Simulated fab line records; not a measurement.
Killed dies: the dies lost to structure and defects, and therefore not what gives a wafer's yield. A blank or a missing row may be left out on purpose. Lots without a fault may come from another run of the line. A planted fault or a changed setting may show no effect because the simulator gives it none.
Which tool was responsible? + flow sky130 + 13 lots, 39 wafers sampled, at 1 step of a route of 708

WHAT THE GAUGES READ, wafer by wafer
SKY_LI_CONTACT_BOW_MEAS_03. Usual: LI_CONTACT_BOW gives 55 um (standard deviation 6.6).
| lot  | measured     | on           | LI_CONTACT_BOW (um) | flag |
|------|--------------|--------------|---------------------|------|
| L968 | day 27 21:58 | filmMetro-03 | 51 55 55            |      |
| L969 | day 28 15:07 | filmMetro-02 | 60 50 42            |      |
| L970 | day 28 17:47 | filmMetro-02 | 49 62 57            |      |
| L973 | day 30 02:01 | filmMetro-03 | 56 50 51            |      |
| L981 | day 32 15:11 | filmMetro-01 | 46 47 58            |      |
| L984 | day 33 14:53 | filmMetro-02 | 53 53 49            |      |
| L982 | day 33 16:02 | filmMetro-01 | 58 60 57            |      |
| L983 | day 33 16:22 | filmMetro-03 | 52 50 46            |      |
| L985 | day 34 23:23 | filmMetro-02 | 54 49 49            |      |
| L987 | day 35 00:23 | filmMetro-02 | 48 40 54            |      |
| L989 | day 35 02:22 | filmMetro-02 | 65 56 58            |      |
| L988 | day 35 04:58 | filmMetro-01 | 66 59 59            |      |
| L991 | day 36 05:12 | filmMetro-01 | 63 47 51            |      |

WHAT TOOL EACH LOT RAN ON (gives the tool, then ch and the chambers of the sampled wafers, and finally the start)
Before these readings, the record contains no process step.

AS READ BY THE TOOLS THEMSELVES (means over the sampled wafers that have a number; for cases with no such wafer, the mark the record gives instead)
The record holds no such reading with a usual standard deviation.

THE ANSWER, worked out from the rows above alone
Rule: a lot counts as off when the mean over its wafers that have a number is more than 3 standard deviations away from the usual mean. A lot without any number at a reading at which 4 lots or more have one is off too. Where the step has rows for the other lots, those lots are counted as sound. The gauges are gone through in route order, then the tools' own readings, and for those a lot's mean is taken as printed above. The first step at which some lot is off is used, and at that step the reading that is off furthest; a lot without a number counts as furthest.
No lot is off at any reading shown: from this, nothing can be told.

WHAT THE SIMULATOR PUT IN
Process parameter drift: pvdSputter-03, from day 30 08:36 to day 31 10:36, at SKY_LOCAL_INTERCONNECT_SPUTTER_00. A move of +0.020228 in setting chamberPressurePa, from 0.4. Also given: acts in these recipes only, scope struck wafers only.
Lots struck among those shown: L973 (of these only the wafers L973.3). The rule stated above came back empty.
